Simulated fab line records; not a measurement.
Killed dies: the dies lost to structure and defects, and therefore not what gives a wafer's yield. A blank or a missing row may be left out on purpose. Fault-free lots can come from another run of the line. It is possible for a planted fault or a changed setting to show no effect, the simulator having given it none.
Chamber matching | flow gf180mcu | GF_STI_ETCH_14 on rie_si-01 has 4 sister chambers
The step etches Si in HBr/Cl2/O2, target depth 360 nm, time 102.9 s. 16 wafers are shown with their chamber, then 8 later ones without.

== EACH WAFER AND ITS CHAMBER ==
wafer  | chamber | drypump_motor_current_A (A) | oes_product_au (a.u.) | throttle_valve_pct (%)
L817.1 | 0       | 5.85                        | 0.989                 | 25.676
L817.2 | 2       | 6.10                        | 1.003                 | 25.658
L817.6 | 1       | 5.88                        | 1.005                 | 25.655
L822.1 | 0       | 5.86                        | 0.989                 | 25.660
L822.2 | 2       | 6.11                        | 1.004                 | 25.644
L822.3 | 3       | 6.06                        | 0.981                 | 25.656
L823.1 | 0       | 5.86                        | 0.998                 | 25.659
L823.3 | 2       | 6.08                        | 1.014                 | 25.633
L823.6 | 3       | 6.09                        | 0.993                 | 25.657
L824.1 | 1       | 5.90                        | 1.002                 | 25.661
L824.2 | 2       | 6.09                        | 1.014                 | 25.657
L824.6 | 2       | 6.11                        | 1.006                 | 25.631
L825.3 | 3       | 6.08                        | 0.991                 | 25.666
L825.4 | 0       | 5.86                        | 0.999                 | 25.653
L825.5 | 3       | 6.06                        | 0.993                 | 25.651
L828.3 | 3       | 6.07                        | 0.989                 | 25.656

SIGNATURES, as means of the wafers listed above
reading                 | chamber 0 | chamber 1 | chamber 2 | chamber 3 | scatter within a chamber
drypump_motor_current_A | 5.8575    | 5.8900    | 6.0980    | 6.0720    | 0.0117
oes_product_au          | 0.99375   | 1.00350   | 1.00820   | 0.98940   | 0.00509
throttle_valve_pct      | 25.66200  | 25.65800  | 25.64460  | 25.65720  | 0.00949
Rule: for a wafer and a chamber, the distance is found by dividing, reading by reading, the gap between the wafer's reading and the chamber's mean by the reading's scatter, squaring, summing and taking the root. If the next closest chamber is less than 2 further off than the closest, the wafer can't be placed; otherwise it belongs to the closest. How the scatter is found: for the shown wafers, subtract from each reading the mean of its chamber, square and add these, divide the total by (wafers less chambers), then take the root.

== WAFERS WITH NO CHAMBER GIVEN ==
wafer  | drypump_motor_current_A (A) | oes_product_au (a.u.) | throttle_valve_pct (%)
L828.4 | 5.91                        | 0.997                 | 25.676
L828.6 | 5.89                        | 0.996                 | 25.673
L829.1 | 6.06                        | 0.988                 | 25.661
L829.3 | 6.07                        | 1.013                 | 25.662
L829.6 | 5.90                        | 0.999                 | 25.654
L838.2 | 5.86                        | 0.998                 | 25.650
L838.4 | 6.10                        | 1.024                 | 25.645
L838.5 | 5.89                        | 1.001                 | 25.666

== THE CHAMBER EACH PASSED THROUGH ==
wafer  | from the rows above     | in truth
L828.4 | can't be placed: 1 or 0 | 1
L828.6 | can't be placed: 1 or 0 | 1
L829.1 | 3                       | 3
L829.3 | can't be placed: 2 or 3 | 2
L829.6 | 1                       | 1
L838.2 | can't be placed: 0 or 1 | 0
L838.4 | 2                       | 2
L838.5 | 1                       | 1
Correct placement for 4 of the 8. From these rows, 4 cannot be placed; in 4 the true chamber is one of the candidates. 0 placed wrongly.
